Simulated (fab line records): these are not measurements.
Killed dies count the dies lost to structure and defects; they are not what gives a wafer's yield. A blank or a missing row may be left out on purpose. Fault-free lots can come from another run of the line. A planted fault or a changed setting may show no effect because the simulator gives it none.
fab line records :: flow sky130
record
  lots=7
  wafers=21
  last_day=49
route steps=708 shown SD_P@359 RES_XHIGH@360 SALICIDE@361 LI_CONTACT@362
lots with no fault: from the same line, run without faults
start_h: hours from the record's opening day to when the first of the lot's shown wafers began :: wait_h: hours since the lot's step before :: " same as the row above :: L1.1+2: one row covering several wafers at once :: - no value present, or no start provided :: * or withheld: withheld :: < > ~ a bound
route shown NAME@n: NAME is a module with steps in the file, n the number in the route of the first one :: usual: mean/standard deviation taken from wafers without a fault :: same: alike in all rows :: chamber/n: place in a boat :: sites: readings site by site :: _std_site: standard deviation of those values :: _edge_site: inner sites' mean taken away from outer sites' mean :: radius_mm: for every site, how far away it sits from the centre of the wafer :: mask NAME#n: copy n :: behind: the last tool/chamber to shape the wafer :: hold: cause of the lot's hold/its duration in hours/its outcome :: device: the transistor (n, p or np) that didn't switch :: end of line: the same wafers' tests at the end of the route :: for a step that has no rows: nothing shown but its recipe :: killed: not the wafer's yield, but the dies lost to structure and defects at the first sort :: map: a wafer's dies, x killed, . not, _ none there
set.NAME: setting as actually run; set.NAME@STEP: the setting as run at that earlier step :: model.NAME: the simulator's own value behind a step, which no gauge read
a table for each step, a row for each wafer; lots at some steps of the route
services: when a tool's chamber went out of use (start_h, in hours from the record's first day, below 0 if earlier), for how many hours, and the reason
## steps
# step SKY_SD_N_RS_MEAS_17
# recipe
  thk_meas_gauge=four-point-probe
# usual
  SD_P_RS=147.0/0.39
lot.wafer: L671.1
tool: film_metro-04
chamber: -
start_h: 697.28
wait_h: 0.1
SD_P_RS[ohm/sq]: 147.2

lot.wafer: L671.4
tool: film_metro-04
chamber: -
start_h: 697.28
wait_h: 0.1
SD_P_RS[ohm/sq]: 146.9

lot.wafer: L671.6
tool: film_metro-04
chamber: -
start_h: 697.28
wait_h: 0.1
SD_P_RS[ohm/sq]: 147.3

lot.wafer: L676.3
tool: film_metro-03
chamber: -
start_h: 747.60
wait_h: 0.1
SD_P_RS[ohm/sq]: 147.6

lot.wafer: L676.4
tool: film_metro-03
chamber: -
start_h: 747.60
wait_h: 0.1
SD_P_RS[ohm/sq]: 147.5

lot.wafer: L676.5
tool: film_metro-03
chamber: -
start_h: 747.60
wait_h: 0.1
SD_P_RS[ohm/sq]: 147.4

lot.wafer: L677.1
tool: film_metro-03
chamber: -
start_h: 750.98
wait_h: 0.1
SD_P_RS[ohm/sq]: 147.1

lot.wafer: L677.2
tool: film_metro-03
chamber: -
start_h: 750.98
wait_h: 0.1
SD_P_RS[ohm/sq]: 146.3

lot.wafer: L677.6
tool: film_metro-03
chamber: -
start_h: 750.98
wait_h: 0.1
SD_P_RS[ohm/sq]: 146.4

lot.wafer: L678.2
tool: film_metro-01
chamber: -
start_h: 758.84
wait_h: 0.1
SD_P_RS[ohm/sq]: 146.5

lot.wafer: L678.4
tool: film_metro-01
chamber: -
start_h: 758.84
wait_h: 0.1
SD_P_RS[ohm/sq]: 146.6

lot.wafer: L678.6
tool: film_metro-01
chamber: -
start_h: 758.84
wait_h: 0.1
SD_P_RS[ohm/sq]: 147.2

lot.wafer: L680.3
tool: film_metro-01
chamber: -
start_h: 767.52
wait_h: 0.1
SD_P_RS[ohm/sq]: 147.3

lot.wafer: L680.4
tool: film_metro-01
chamber: -
start_h: 767.52
wait_h: 0.1
SD_P_RS[ohm/sq]: 146.8

lot.wafer: L680.5
tool: film_metro-01
chamber: -
start_h: 767.52
wait_h: 0.1
SD_P_RS[ohm/sq]: 146.5

lot.wafer: L681.1
tool: film_metro-01
chamber: -
start_h: 777.08
wait_h: 0.1
SD_P_RS[ohm/sq]: 147.4

lot.wafer: L681.2
tool: film_metro-01
chamber: -
start_h: 777.08
wait_h: 0.1
SD_P_RS[ohm/sq]: 147.3

lot.wafer: L681.3
tool: film_metro-01
chamber: -
start_h: 777.08
wait_h: 0.1
SD_P_RS[ohm/sq]: 147.3

lot.wafer: L685.1
tool: film_metro-04
chamber: -
start_h: 805.96
wait_h: 0.1
SD_P_RS[ohm/sq]: 147.0

lot.wafer: L685.3
tool: film_metro-04
chamber: -
start_h: 805.96
wait_h: 0.1
SD_P_RS[ohm/sq]: 147.6

lot.wafer: L685.5
tool: film_metro-04
chamber: -
start_h: 805.96
wait_h: 0.1
SD_P_RS[ohm/sq]: 147.2
# step SKY_SD_N_RS_MEAS_18
# recipe
  thk_meas_gauge=four-point-probe
# usual
  RES_XHIGH_RS=332.0/1.1
lot.wafer: L671.1
tool: film_metro-04
chamber: -
start_h: 697.40
wait_h: 0.1
RES_XHIGH_RS[ohm/sq]: 332.9

lot.wafer: L671.4
tool: film_metro-04
chamber: -
start_h: 697.40
wait_h: 0.1
RES_XHIGH_RS[ohm/sq]: 332.8

lot.wafer: L671.6
tool: film_metro-04
chamber: -
start_h: 697.40
wait_h: 0.1
RES_XHIGH_RS[ohm/sq]: 331.2

lot.wafer: L676.3
tool: film_metro-03
chamber: -
start_h: 747.72
wait_h: 0.1
RES_XHIGH_RS[ohm/sq]: 332.0

lot.wafer: L676.4
tool: film_metro-03
chamber: -
start_h: 747.72
wait_h: 0.1
RES_XHIGH_RS[ohm/sq]: 332.8

lot.wafer: L676.5
tool: film_metro-03
chamber: -
start_h: 747.72
wait_h: 0.1
RES_XHIGH_RS[ohm/sq]: 331.9

lot.wafer: L677.1
tool: film_metro-03
chamber: -
start_h: 751.10
wait_h: 0.1
RES_XHIGH_RS[ohm/sq]: 332.0

lot.wafer: L677.2
tool: film_metro-03
chamber: -
start_h: 751.10
wait_h: 0.1
RES_XHIGH_RS[ohm/sq]: 330.5

lot.wafer: L677.6
tool: film_metro-03
chamber: -
start_h: 751.10
wait_h: 0.1
RES_XHIGH_RS[ohm/sq]: 331.5

lot.wafer: L678.2
tool: film_metro-01
chamber: -
start_h: 758.96
wait_h: 0.1
RES_XHIGH_RS[ohm/sq]: 331.3

lot.wafer: L678.4
tool: film_metro-01
chamber: -
start_h: 758.96
wait_h: 0.1
RES_XHIGH_RS[ohm/sq]: 330.8

lot.wafer: L678.6
tool: film_metro-01
chamber: -
start_h: 758.96
wait_h: 0.1
RES_XHIGH_RS[ohm/sq]: 332.4

lot.wafer: L680.3
tool: film_metro-01
chamber: -
start_h: 767.64
wait_h: 0.1
RES_XHIGH_RS[ohm/sq]: 333.0

lot.wafer: L680.4
tool: film_metro-01
chamber: -
start_h: 767.64
wait_h: 0.1
RES_XHIGH_RS[ohm/sq]: 332.7

lot.wafer: L680.5
tool: film_metro-01
chamber: -
start_h: 767.64
wait_h: 0.1
RES_XHIGH_RS[ohm/sq]: 333.4

lot.wafer: L681.1
tool: film_metro-01
chamber: -
start_h: 777.20
wait_h: 0.1
RES_XHIGH_RS[ohm/sq]: 332.5

lot.wafer: L681.2
tool: film_metro-01
chamber: -
start_h: 777.20
wait_h: 0.1
RES_XHIGH_RS[ohm/sq]: 331.4

lot.wafer: L681.3
tool: film_metro-01
chamber: -
start_h: 777.20
wait_h: 0.1
RES_XHIGH_RS[ohm/sq]: 331.3

lot.wafer: L685.1
tool: film_metro-04
chamber: -
start_h: 806.08
wait_h: 0.1
RES_XHIGH_RS[ohm/sq]: 332.2

lot.wafer: L685.3
tool: film_metro-04
chamber: -
start_h: 806.08
wait_h: 0.1
RES_XHIGH_RS[ohm/sq]: 332.2

lot.wafer: L685.5
tool: film_metro-04
chamber: -
start_h: 806.08
wait_h: 0.1
RES_XHIGH_RS[ohm/sq]: 332.4
# step SKY_SALICIDE_CLEAN_00
# recipe
  chemistry=HF-last
  time_s=30
  dilution=100:1
  dry=ipa_marangoni
# step SKY_LI_CONTACT_HDPCVD_00
# recipe
  material=PSG
  target_thk_nm=930
  sigma_open_frac=0.3
  time_s=161.4
  temp_c=600
  sih4_flow_sccm=60
  pressure_mtorr=6
# step SKY_LI_CONTACT_THK_MEAS_01
# recipe
  reads=PSG_of_LI_CONTACT_HDPCVD_00
# usual
  LI_CONTACT_HDPCVD_THK=967/11
lot.wafer: L671.1
tool: film_metro-03
chamber: -
start_h: 697.64
wait_h: 0.1
LI_CONTACT_HDPCVD_THK[nm]: 967

lot.wafer: L671.4
tool: film_metro-03
chamber: -
start_h: 697.64
wait_h: 0.1
LI_CONTACT_HDPCVD_THK[nm]: 979

lot.wafer: L671.6
tool: film_metro-03
chamber: -
start_h: 697.64
wait_h: 0.1
LI_CONTACT_HDPCVD_THK[nm]: 964

lot.wafer: L676.3
tool: film_metro-01
chamber: -
start_h: 747.94
wait_h: 0.1
LI_CONTACT_HDPCVD_THK[nm]: 959

lot.wafer: L676.4
tool: film_metro-01
chamber: -
start_h: 747.94
wait_h: 0.1
LI_CONTACT_HDPCVD_THK[nm]: 961

lot.wafer: L676.5
tool: film_metro-01
chamber: -
start_h: 747.94
wait_h: 0.1
LI_CONTACT_HDPCVD_THK[nm]: 964

lot.wafer: L677.1
tool: film_metro-04
chamber: -
start_h: 751.34
wait_h: 0.1
LI_CONTACT_HDPCVD_THK[nm]: 969

lot.wafer: L677.2
tool: film_metro-04
chamber: -
start_h: 751.34
wait_h: 0.1
LI_CONTACT_HDPCVD_THK[nm]: 961

lot.wafer: L677.6
tool: film_metro-04
chamber: -
start_h: 751.34
wait_h: 0.1
LI_CONTACT_HDPCVD_THK[nm]: 955

lot.wafer: L678.2
tool: film_metro-04
chamber: -
start_h: 759.19
wait_h: 0.1
LI_CONTACT_HDPCVD_THK[nm]: 950

lot.wafer: L678.4
tool: film_metro-04
chamber: -
start_h: 759.19
wait_h: 0.1
LI_CONTACT_HDPCVD_THK[nm]: 972

lot.wafer: L678.6
tool: film_metro-04
chamber: -
start_h: 759.19
wait_h: 0.1
LI_CONTACT_HDPCVD_THK[nm]: 978

lot.wafer: L680.3
tool: film_metro-04
chamber: -
start_h: 767.86
wait_h: 0.1
LI_CONTACT_HDPCVD_THK[nm]: 972

lot.wafer: L680.4
tool: film_metro-04
chamber: -
start_h: 767.86
wait_h: 0.1
LI_CONTACT_HDPCVD_THK[nm]: 966

lot.wafer: L680.5
tool: film_metro-04
chamber: -
start_h: 767.86
wait_h: 0.1
LI_CONTACT_HDPCVD_THK[nm]: 955

lot.wafer: L681.1
tool: film_metro-04
chamber: -
start_h: 777.44
wait_h: 0.1
LI_CONTACT_HDPCVD_THK[nm]: 981

lot.wafer: L681.2
tool: film_metro-04
chamber: -
start_h: 777.44
wait_h: 0.1
LI_CONTACT_HDPCVD_THK[nm]: 959

lot.wafer: L681.3
tool: film_metro-04
chamber: -
start_h: 777.44
wait_h: 0.1
LI_CONTACT_HDPCVD_THK[nm]: 973

lot.wafer: L685.1
tool: film_metro-01
chamber: -
start_h: 806.32
wait_h: 0.1
LI_CONTACT_HDPCVD_THK[nm]: 985

lot.wafer: L685.3
tool: film_metro-01
chamber: -
start_h: 806.32
wait_h: 0.1
LI_CONTACT_HDPCVD_THK[nm]: 957

lot.wafer: L685.5
tool: film_metro-01
chamber: -
start_h: 806.32
wait_h: 0.1
LI_CONTACT_HDPCVD_THK[nm]: 987
# step SKY_LI_CONTACT_CMP_02
# recipe
  material=PSG
  down_force_psi=4
  platen_rpm=60
  pad_velocity_m_s=0.94248
# usual
  head_pressure_psi=4.000/0.009
  motor_current_A=11.8/1.2
  platen_rpm=60.00/0.042
  time_to_endpoint_s=35.9/2.7
lot.wafer: L671.1
tool: cmp-02
chamber: 2
start_h: 697.70
wait_h: 0.1
head_pressure_psi: 3.997
motor_current_A: 12.2
platen_rpm: 59.98
time_to_endpoint_s: 35.9

lot.wafer: L671.4
tool: cmp-02
chamber: 1
start_h: 697.70
wait_h: 0.1
head_pressure_psi: 4.009
motor_current_A: 10.9
platen_rpm: 60.04
time_to_endpoint_s: 35.9

lot.wafer: L671.6
tool: cmp-02
chamber: 3
start_h: 697.70
wait_h: 0.1
head_pressure_psi: 3.986
motor_current_A: 11.5
platen_rpm: 60.08
time_to_endpoint_s: 36.5

lot.wafer: L676.4
tool: cmp-01
chamber: 3
start_h: 747.98
wait_h: 0.0
head_pressure_psi: 3.991
motor_current_A: 13.8
platen_rpm: 59.96
time_to_endpoint_s: 35.0

lot.wafer: L676.3
tool: cmp-01
chamber: 0
start_h: 747.98
wait_h: 0.0
head_pressure_psi: 3.987
motor_current_A: 10.3
platen_rpm: 60.08
time_to_endpoint_s: 34.5

lot.wafer: L676.5
tool: cmp-01
chamber: 3
start_h: 747.98
wait_h: 0.0
head_pressure_psi: 4.003
motor_current_A: 14.0
platen_rpm: 59.96
time_to_endpoint_s: 33.7

lot.wafer: L677.2
tool: cmp-01
chamber: 0
start_h: 751.45
wait_h: 0.1
head_pressure_psi: 4.000
motor_current_A: 10.4
platen_rpm: 59.93
time_to_endpoint_s: 32.7

lot.wafer: L677.1
tool: cmp-01
chamber: 1
start_h: 751.45
wait_h: 0.1
head_pressure_psi: 3.996
motor_current_A: 12.6
platen_rpm: 60.06
time_to_endpoint_s: 36.6

lot.wafer: L677.6
tool: cmp-01
chamber: 0
start_h: 751.45
wait_h: 0.1
head_pressure_psi: 4.003
motor_current_A: 9.9
platen_rpm: 59.98
time_to_endpoint_s: 30.0

lot.wafer: L678.2
tool: cmp-01
chamber: 1
start_h: 759.24
wait_h: 0.0
head_pressure_psi: 3.998
motor_current_A: 11.9
platen_rpm: 59.99
time_to_endpoint_s: 33.8

lot.wafer: L678.4
tool: cmp-01
chamber: 3
start_h: 759.24
wait_h: 0.0
head_pressure_psi: 3.992
motor_current_A: 13.5
platen_rpm: 60.02
time_to_endpoint_s: 35.4

lot.wafer: L678.6
tool: cmp-01
chamber: 1
start_h: 759.24
wait_h: 0.0
head_pressure_psi: 3.993
motor_current_A: 13.3
platen_rpm: 59.99
time_to_endpoint_s: 35.8

lot.wafer: L680.4
tool: cmp-01
chamber: 2
start_h: 767.90
wait_h: 0.0
head_pressure_psi: 4.008
motor_current_A: 11.4
platen_rpm: 59.97
time_to_endpoint_s: 37.4

lot.wafer: L680.3
tool: cmp-01
chamber: 1
start_h: 767.90
wait_h: 0.0
head_pressure_psi: 3.999
motor_current_A: 12.2
platen_rpm: 60.02
time_to_endpoint_s: 39.8

lot.wafer: L680.5
tool: cmp-01
chamber: 2
start_h: 767.90
wait_h: 0.0
head_pressure_psi: 4.006
motor_current_A: 10.9
platen_rpm: 60.04
time_to_endpoint_s: 37.7

lot.wafer: L681.2
tool: cmp-02
chamber: 0
start_h: 777.50
wait_h: 0.0
head_pressure_psi: 4.011
motor_current_A: 9.7
platen_rpm: 59.97
time_to_endpoint_s: 30.1

lot.wafer: L681.1
tool: cmp-02
chamber: 1
start_h: 777.50
wait_h: 0.0
head_pressure_psi: 4.002
motor_current_A: 11.0
platen_rpm: 59.98
time_to_endpoint_s: 35.1

lot.wafer: L681.3
tool: cmp-02
chamber: 3
start_h: 777.50
wait_h: 0.0
head_pressure_psi: 3.982
motor_current_A: 11.5
platen_rpm: 60.05
time_to_endpoint_s: 34.4

lot.wafer: L685.1
tool: cmp-02
chamber: 2
start_h: 806.43
wait_h: 0.1
head_pressure_psi: 3.992
motor_current_A: 12.8
platen_rpm: 60.07
time_to_endpoint_s: 37.0

lot.wafer: L685.3
tool: cmp-02
chamber: 0
start_h: 806.43
wait_h: 0.1
head_pressure_psi: 4.007
motor_current_A: 10.5
platen_rpm: 59.98
time_to_endpoint_s: 29.2

lot.wafer: L685.5
tool: cmp-02
chamber: 1
start_h: 806.43
wait_h: 0.1
head_pressure_psi: 4.006
motor_current_A: 11.6
platen_rpm: 60.02
time_to_endpoint_s: 36.6
# step SKY_LI_CONTACT_BOW_MEAS_03
# recipe
  mode=bow
# usual
  LI_CONTACT_BOW=56/7.2
lot.wafer: L671.1
tool: film_metro-03
chamber: -
start_h: 698.00
wait_h: 0.2
LI_CONTACT_BOW[um]: 61

lot.wafer: L671.4
tool: film_metro-03
chamber: -
start_h: 698.00
wait_h: 0.2
LI_CONTACT_BOW[um]: 62

lot.wafer: L671.6
tool: film_metro-03
chamber: -
start_h: 698.00
wait_h: 0.2
LI_CONTACT_BOW[um]: 72

lot.wafer: L676.3
tool: film_metro-04
chamber: -
start_h: 748.32
wait_h: 0.2
LI_CONTACT_BOW[um]: 46

lot.wafer: L676.4
tool: film_metro-04
chamber: -
start_h: 748.32
wait_h: 0.2
LI_CONTACT_BOW[um]: 60

lot.wafer: L676.5
tool: film_metro-04
chamber: -
start_h: 748.32
wait_h: 0.2
LI_CONTACT_BOW[um]: 76

lot.wafer: L677.1
tool: film_metro-04
chamber: -
start_h: 751.70
wait_h: 0.1
LI_CONTACT_BOW[um]: 61

lot.wafer: L677.2
tool: film_metro-04
chamber: -
start_h: 751.70
wait_h: 0.1
LI_CONTACT_BOW[um]: 59

lot.wafer: L677.6
tool: film_metro-04
chamber: -
start_h: 751.70
wait_h: 0.1
LI_CONTACT_BOW[um]: 58

lot.wafer: L678.2
tool: film_metro-04
chamber: -
start_h: 759.56
wait_h: 0.3
LI_CONTACT_BOW[um]: 70

lot.wafer: L678.4
tool: film_metro-04
chamber: -
start_h: 759.56
wait_h: 0.3
LI_CONTACT_BOW[um]: 57

lot.wafer: L678.6
tool: film_metro-04
chamber: -
start_h: 759.56
wait_h: 0.3
LI_CONTACT_BOW[um]: 63

lot.wafer: L680.3
tool: film_metro-01
chamber: -
start_h: 768.24
wait_h: 0.1
LI_CONTACT_BOW[um]: 69

lot.wafer: L680.4
tool: film_metro-01
chamber: -
start_h: 768.24
wait_h: 0.1
LI_CONTACT_BOW[um]: 66

lot.wafer: L680.5
tool: film_metro-01
chamber: -
start_h: 768.24
wait_h: 0.1
LI_CONTACT_BOW[um]: 52

lot.wafer: L681.1
tool: film_metro-01
chamber: -
start_h: 777.80
wait_h: 0.2
LI_CONTACT_BOW[um]: 56

lot.wafer: L681.2
tool: film_metro-01
chamber: -
start_h: 777.80
wait_h: 0.2
LI_CONTACT_BOW[um]: 51

lot.wafer: L681.3
tool: film_metro-01
chamber: -
start_h: 777.80
wait_h: 0.2
LI_CONTACT_BOW[um]: 61

lot.wafer: L685.1
tool: film_metro-03
chamber: -
start_h: 806.68
wait_h: 0.2
LI_CONTACT_BOW[um]: 42

lot.wafer: L685.3
tool: film_metro-03
chamber: -
start_h: 806.68
wait_h: 0.2
LI_CONTACT_BOW[um]: 60

lot.wafer: L685.5
tool: film_metro-03
chamber: -
start_h: 806.68
wait_h: 0.2
LI_CONTACT_BOW[um]: 44
# step SKY_LI_CONTACT_DEHYDRATE_04
# recipe
  temp_c=200
  time_s=60
# step SKY_LI_CONTACT_HMDS_05
# recipe
  prime_time_s=60
  prime_temp_c=120
# step SKY_LI_CONTACT_COAT_06
# recipe
  resist=BARC
  temp_c=withheld
  time_s=withheld
  spin_rpm=3000
  resist_thk_nm=60
# step SKY_LI_CONTACT_COAT_07
# recipe
  resist=KrF-thick
  spin_rpm=2952
  resist_thk_nm=450
# step SKY_LI_CONTACT_SOFTBAKE_08
# recipe
  temp_c=100
  time_s=90
  resist=KrF-thick
# step SKY_LI_CONTACT_EXPOSE_09
# recipe
  mask_id=LICM1
  na=0.8
  source_shape=annular
  sigma_inner=0.55
  sigma_outer=0.85
  target_cd_nm=170
  dose_mj=38
# usual
  exposure_dose_mJ_cm2=38.00/0.038
  focus_offset_nm=0.0/0.56
  sigma_inner=0.55/0
lot.wafer: L671.1
tool: krf_scanner-01
chamber: 0
start_h: 712.10
wait_h: -
mask: LICM1#0
exposure_dose_mJ_cm2: 38.08
focus_offset_nm: 0.7
sigma_inner: 0.55

lot.wafer: L671.4
tool: krf_scanner-01
chamber: 0
start_h: 712.10
wait_h: -
mask: LICM1#0
exposure_dose_mJ_cm2: 38.01
focus_offset_nm: 0.2
sigma_inner: 0.55

lot.wafer: L671.6
tool: krf_scanner-01
chamber: 0
start_h: 712.10
wait_h: -
mask: LICM1#0
exposure_dose_mJ_cm2: 38.03
focus_offset_nm: 0.3
sigma_inner: 0.55

lot.wafer: L676.3
tool: krf_scanner-02
chamber: -
start_h: 761.79
wait_h: -
mask: LICM1#0
exposure_dose_mJ_cm2: -
focus_offset_nm: -
sigma_inner: -

lot.wafer: L676.4
tool: krf_scanner-02
chamber: -
start_h: 761.79
wait_h: -
mask: LICM1#0
exposure_dose_mJ_cm2: -
focus_offset_nm: -
sigma_inner: -

lot.wafer: L676.5
tool: krf_scanner-02
chamber: -
start_h: 761.79
wait_h: -
mask: LICM1#0
exposure_dose_mJ_cm2: -
focus_offset_nm: -
sigma_inner: -

lot.wafer: L677.1
tool: krf_scanner-02
chamber: -
start_h: 764.95
wait_h: -
mask: LICM1#0
exposure_dose_mJ_cm2: -
focus_offset_nm: -
sigma_inner: -

lot.wafer: L677.2
tool: krf_scanner-02
chamber: -
start_h: 764.95
wait_h: -
mask: LICM1#0
exposure_dose_mJ_cm2: -
focus_offset_nm: -
sigma_inner: -

lot.wafer: L677.6
tool: krf_scanner-02
chamber: -
start_h: 764.95
wait_h: -
mask: LICM1#0
exposure_dose_mJ_cm2: -
focus_offset_nm: -
sigma_inner: -

lot.wafer: L678.2
tool: krf_scanner-02
chamber: -
start_h: 773.25
wait_h: -
mask: LICM1#0
exposure_dose_mJ_cm2: -
focus_offset_nm: -
sigma_inner: -

lot.wafer: L678.4
tool: krf_scanner-02
chamber: -
start_h: 773.25
wait_h: -
mask: LICM1#0
exposure_dose_mJ_cm2: -
focus_offset_nm: -
sigma_inner: -

lot.wafer: L678.6
tool: krf_scanner-02
chamber: -
start_h: 773.25
wait_h: -
mask: LICM1#0
exposure_dose_mJ_cm2: -
focus_offset_nm: -
sigma_inner: -

lot.wafer: L680.3
tool: krf_scanner-02
chamber: 0
start_h: 781.62
wait_h: -
mask: LICM1#0
exposure_dose_mJ_cm2: 37.99
focus_offset_nm: -0.9
sigma_inner: 0.55

lot.wafer: L680.4
tool: krf_scanner-02
chamber: 0
start_h: 781.62
wait_h: -
mask: LICM1#0
exposure_dose_mJ_cm2: 37.98
focus_offset_nm: -0.2
sigma_inner: 0.55

lot.wafer: L680.5
tool: krf_scanner-02
chamber: 0
start_h: 781.62
wait_h: -
mask: LICM1#0
exposure_dose_mJ_cm2: 37.97
focus_offset_nm: -0.2
sigma_inner: 0.55

lot.wafer: L681.1
tool: krf_scanner-02
chamber: 0
start_h: 791.38
wait_h: -
mask: LICM1#0
exposure_dose_mJ_cm2: 38.03
focus_offset_nm: -0.6
sigma_inner: 0.55

lot.wafer: L681.2
tool: krf_scanner-02
chamber: 0
start_h: 791.38
wait_h: -
mask: LICM1#0
exposure_dose_mJ_cm2: 37.96
focus_offset_nm: -0.7
sigma_inner: 0.55

lot.wafer: L681.3
tool: krf_scanner-02
chamber: 0
start_h: 791.38
wait_h: -
mask: LICM1#0
exposure_dose_mJ_cm2: 38.01
focus_offset_nm: -0.3
sigma_inner: 0.55

lot.wafer: L685.1
tool: krf_scanner-02
chamber: 0
start_h: 819.82
wait_h: -
mask: LICM1#0
exposure_dose_mJ_cm2: 37.96
focus_offset_nm: 0.8
sigma_inner: 0.55

lot.wafer: L685.3
tool: krf_scanner-02
chamber: 0
start_h: 819.82
wait_h: -
mask: LICM1#0
exposure_dose_mJ_cm2: 38.04
focus_offset_nm: 0.5
sigma_inner: 0.55

lot.wafer: L685.5
tool: krf_scanner-02
chamber: 0
start_h: 819.82
wait_h: -
mask: LICM1#0
exposure_dose_mJ_cm2: 37.99
focus_offset_nm: -0.2
sigma_inner: 0.55
# step SKY_LI_CONTACT_PEB_10
# recipe
  peb_temp_c=withheld
  peb_time_s=withheld
  resist=KrF-thick
## services
tool: krf_scanner-01
chamber: -
start_h: 675.02
hours: 1.0
kind: pm

tool: krf_scanner-02
chamber: -
start_h: 676.02
hours: 4.0
kind: pm

tool: cmp-01
chamber: -
start_h: 677.80
hours: 4.7
kind: repair

tool: krf_scanner-02
chamber: -
start_h: 682.76
hours: 8.4
kind: repair

tool: krf_scanner-02
chamber: -
start_h: 682.91
hours: 0.7
kind: repair

tool: krf_scanner-02
chamber: -
start_h: 691.13
hours: 1.3
kind: pm

tool: krf_scanner-02
chamber: -
start_h: 695.49
hours: 4.4
kind: pm

tool: cmp-01
chamber: -
start_h: 707.84
hours: 0.8
kind: repair

tool: krf_scanner-01
chamber: -
start_h: 718.08
hours: 1.3
kind: pm

tool: krf_scanner-02
chamber: -
start_h: 744.43
hours: 0.8
kind: pm

tool: krf_scanner-02
chamber: -
start_h: 763.35
hours: 1.0
kind: pm

tool: krf_scanner-01
chamber: -
start_h: 773.05
hours: 0.8
kind: pm

tool: cmp-01
chamber: -
start_h: 773.26
hours: 1.7
kind: repair

tool: cmp-02
chamber: -
start_h: 784.68
hours: 4.0
kind: pm

tool: cmp-02
chamber: -
start_h: 788.68
hours: -
kind: consumable_replace:conditioner

tool: cmp-02
chamber: -
start_h: 788.68
hours: -
kind: consumable_replace:pad

tool: cmp-02
chamber: -
start_h: 802.37
hours: 3.8
kind: repair

tool: krf_scanner-01
chamber: -
start_h: 819.06
hours: 4.0
kind: pm
## key
first_sign
  step=SKY_LI_CONTACT_EXPOSE_09
  reading=tool_record
  direction=missing
effect none on later readings
met_at SKY_LI_CONTACT_EXPOSE_09
struck_wafers L676.3,L676.4,L676.5,L677.1,L677.2,L677.6,L678.2,L678.4,L678.6
later_rows_left_out L676.3,L676.4,L676.5,L677.1,L677.2,L677.6,L678.2,L678.4,L678.6
sort_left_out L676.3,L676.4,L676.5,L677.1,L677.2,L677.6,L678.2,L678.4,L678.6
tester_left_out L676,L677,L678
fault
  kind=skipped_step_whole
  tool=krf_scanner-02
  chamber=-
  onset_h=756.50
  steps=SKY_LI_CONTACT_EXPOSE_09
  scope=struck_lots_only
# tester_left_out: of these lots the tester's yield and bins aren't shown, on N5 and GAA mostly nor the transistor test; their killed dies are dies lost to structure and defects alone, not to doping, threshold or leakage, so they don't give the yield
# sort_left_out: the simulated sort isn't trusted on such a fault, so these wafers' sort isn't shown, and their yield isn't known
# later_rows_left_out: the simulator's readings of these wafers behind a module that went badly wrong aren't trusted and aren't shown, but for the sort
